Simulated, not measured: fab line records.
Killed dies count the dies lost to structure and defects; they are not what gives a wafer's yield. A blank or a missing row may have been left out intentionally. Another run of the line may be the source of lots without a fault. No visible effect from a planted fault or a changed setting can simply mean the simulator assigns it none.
A lot that was struck, set against a sound lot :: flow sfqLine :: 42 out of 325 route steps
Sound: the wafers L390.1, L390.2, L390.4. Struck: wafer L403.3 (L403.1, L403.5, from the same lot, were not struck and are left out); the cause is given at the end.
Order at every step that has rows: each side's tool, ch and its chambers, its first start. Under that, the readings that differ: sound wafers :: struck wafers :: difference of the means :: sigmas: that difference in standard deviations of wafers without a fault.
alike: words and numbers the same on both sides, and readings whose means are apart by under 2 such deviations; not compared: readings that were withheld, readings missing a value for some wafer, numbers with overlapping values and no deviation given by the record, and bounds like >300 which may hide the same value.
The two part at a step that has a row with sigmas, a row that says differs or no value, or rows on one side only. Non-overlapping numbers with no deviation appear without sigmas and do not part them. Lack of a reading on every wafer of one side parts them only where that side has two or more wafers.

first, 6 steps without rows for these wafers: SFQ_TRILAYER_I2_VIA_LITHO_COAT_072 (resist thk 62 nm); SFQ_TRILAYER_I2_VIA_LITHO_COAT_067 (resist thk 650 nm); SFQ_TRILAYER_I2_VIA_LITHO_SOFTBAKE_071; SFQ_TRILAYER_I2_VIA_LITHO_EXPOSE_068 (exposes mask I2, target cd 500 nm); SFQ_TRILAYER_I2_VIA_LITHO_PEB_070 (peb time 60 s); SFQ_TRILAYER_I2_VIA_LITHO_DEVELOP_069 (time 60 s).
SFQ_I2_OVL_MEAS_918:
  sound on overlay-01 at day 42 05:29; struck on overlay-01 at day 48 04:01
reading: I2_OVL (nm)
sound: -12 -13 -18
struck: -4
difference: +10
sigmas: +2
then, 1 step without rows for these wafers: SFQ_TRILAYER_I2_VIA_BARC_OPEN_VIA_ETCH_096 (etches BARC in O2, target depth 125 nm, time 41.7 s).
SFQ_TRILAYER_I2_VIA_ETCH_VIA_ETCH_070: etches SiO2 in CHF3, stops on Nb, target depth 260 nm.
  sound on rieDiel-02 ch 1,2,3, day 42 05:34; struck on rieDiel-02 ch 3, day 48 04:05
  alike: chamberPressureMTorr, drypumpMotorCurrentA, oesProductAu
then, 3 steps without rows for these wafers: SFQ_TRILAYER_I2_VIA_STRIP_STRIP_071 (strips in O2); SFQ_TRILAYER_I2_VIA_STRIP_SOLV_CLEAN_072 (cleans in NMP, time 600 s); SFQ_TRILAYER_M3_DEP_PRE_CLEAN_074 (time 22.5 s).
SFQ_TRILAYER_M3_DEP_SPUTTER_073: material Nb, target thk 200 nm, time 133.3 s.
  sound on pvdSputter-06 at day 42 06:29; struck on pvdSputter-06 at day 48 05:01
reading: model.Nb_of_TRILAYER_M3_DEP_SPUTTER_073.thkNm (nm)
sound: 199.2 200.2 199.6
struck: 344.7
difference: +145.0
sigmas: 
  alike: resputterCathodeVoltageV, throttleValvePct
SFQ_M3_RS_MEAS_919: uses a four-point probe to measure.
  sound on filmMetro-03 at day 42 06:34; struck on filmMetro-03 at day 48 05:07
reading: M3_NB_RS (ohm/sq)
sound: 0.893 0.886 0.891
struck: 0.513
difference: -0.377
sigmas: -52
then, 6 steps without rows for these wafers: SFQ_TRILAYER_M3_LITHO_COAT_080 (resist thk 62 nm); SFQ_TRILAYER_M3_LITHO_COAT_075 (resist thk 600 nm); SFQ_TRILAYER_M3_LITHO_SOFTBAKE_079; SFQ_TRILAYER_M3_LITHO_EXPOSE_076 (exposes mask M3, target cd 500 nm); SFQ_TRILAYER_M3_LITHO_PEB_078 (peb time 60 s); SFQ_TRILAYER_M3_LITHO_DEVELOP_077 (time 60 s).
-- the record jumps here: 6 days lie between the struck wafers' starts before and after --
SFQ_M3_OVL_MEAS_921:
  sound on overlay-02 at day 48 13:37; struck on overlay-02 at day 54 02:17
  alike: M3_OVL
then, 1 step without rows for these wafers: SFQ_TRILAYER_M3_BARC_OPEN_METAL_ETCH_100 (etches BARC in O2, target depth 125 nm, time 41.7 s).
SFQ_TRILAYER_M3_ETCH_METAL_ETCH_078: etches Nb in Cl2/Ar, stops on SiO2, target depth 240 nm, time 120 s.
  sound on rieMetal-01 ch 0,1, day 48 13:43; struck on rieMetal-02 ch 1, day 54 02:23
reading: oesProductAu (a.u.)
sound: 0.894 0.895 0.886
struck: 1.000
difference: +0.108
sigmas: +16
  alike: chamberPressureMTorr, drypumpMotorCurrentA
  not compared: rfHoursCounterH
SFQ_TRILAYER_M3_STRIP_STRIP_079: strips in O2.
  sound on rieMetal-01 ch 0,1, day 48 13:50; struck on rieMetal-02 ch 1, day 54 02:30
  alike: chamberPressureMTorr, drypumpMotorCurrentA, oesProductAu
  not compared: rfHoursCounterH
then, 1 step without rows for these wafers: SFQ_TRILAYER_M3_STRIP_SOLV_CLEAN_080 (cleans in NMP, time 600 s).
SFQ_TRILAYER_I3_DEP_PECVD_081: deposits SiO2 from SiH4/N2O, time 111.11 s, target thk 500 nm.
  sound on pecvd-04 ch 0,2, day 48 14:37; struck on pecvd-04 ch 0, day 54 03:17
  alike: chamberPressureTorr, heaterPowerOuterW, heaterPowerW, throttleValvePct
then, 1 step without rows for these wafers: SFQ_TRILAYER_I3_CMP_CMP_082 (polishes SiO2).
SFQ_I3_BOW_MEAS_922:
  sound on filmMetro-03 at day 48 17:43; struck on filmMetro-03 at day 54 10:32
  alike: I3_BOW
SFQ_TRILAYER_I3_METRO_MEASURE_083:
  sound on filmMetro-03 at day 48 17:50; struck on filmMetro-03 at day 54 10:39
  alike: thkNm
then, 6 steps without rows for these wafers: SFQ_TRILAYER_I3_VIA_LITHO_COAT_090 (resist thk 62 nm); SFQ_TRILAYER_I3_VIA_LITHO_COAT_085 (resist thk 650 nm); SFQ_TRILAYER_I3_VIA_LITHO_SOFTBAKE_089; SFQ_TRILAYER_I3_VIA_LITHO_EXPOSE_086 (exposes mask I3, target cd 500 nm); SFQ_TRILAYER_I3_VIA_LITHO_PEB_088 (peb time 60 s); SFQ_TRILAYER_I3_VIA_LITHO_DEVELOP_087 (time 60 s).
SFQ_I3_OVL_MEAS_923:
  sound on overlay-01 at day 49 12:17; struck on overlay-02 at day 54 14:06
  alike: I3_OVL
then, 2 steps without rows for these wafers: SFQ_TRILAYER_I3_VIA_BARC_OPEN_VIA_ETCH_121 (etches BARC in O2, target depth 125 nm, time 41.7 s); SFQ_TRILAYER_I3_VIA_ETCH_VIA_ETCH_088 (etches SiO2 in CHF3, stops on Nb, target depth 260 nm).
SFQ_TRILAYER_I3_VIA_STRIP_STRIP_089: strips in O2.
  sound on rieMetal-02 ch 0,1, day 49 12:28; struck on rieMetal-02 ch 1, day 54 14:17
  alike: chamberPressureMTorr, drypumpMotorCurrentA, oesProductAu
  not compared: rfHoursCounterH
then, 2 steps without rows for these wafers: SFQ_TRILAYER_I3_VIA_STRIP_SOLV_CLEAN_090 (cleans in NMP, time 600 s); SFQ_TRILAYER_M4_DEP_PRE_CLEAN_092 (time 22.5 s).
-- the record jumps here: 37 days lie between the struck wafers' starts before and after --
SFQ_M8_BOW_MEAS_951:
  sound on filmMetro-02 at day 85 00:06; struck on filmMetro-01 at day 91 15:07
reading: model.etest.m3.combLog10Ohm
sound: 12 12 12
struck: 0
difference: -12
sigmas: 

reading: model.etest.m3.ohmSq
sound: 0.8938 0.8893 0.8919
struck: 0.5164
difference: -0.3753
sigmas: 
  alike: M8_BOW

WHERE THEY PART
Last at SFQ_TRILAYER_M3_ETCH_METAL_ETCH_078 as far as this record goes, first at SFQ_I2_OVL_MEAS_918. Later steps at which nothing parts them and some readings are alike: SFQ_TRILAYER_M3_STRIP_STRIP_079, SFQ_TRILAYER_I3_DEP_PECVD_081, SFQ_I3_BOW_MEAS_922, SFQ_TRILAYER_I3_METRO_MEASURE_083, SFQ_I3_OVL_MEAS_923, SFQ_TRILAYER_I3_VIA_STRIP_STRIP_089, SFQ_M8_BOW_MEAS_951.

WHY: whatever the simulator had introduced
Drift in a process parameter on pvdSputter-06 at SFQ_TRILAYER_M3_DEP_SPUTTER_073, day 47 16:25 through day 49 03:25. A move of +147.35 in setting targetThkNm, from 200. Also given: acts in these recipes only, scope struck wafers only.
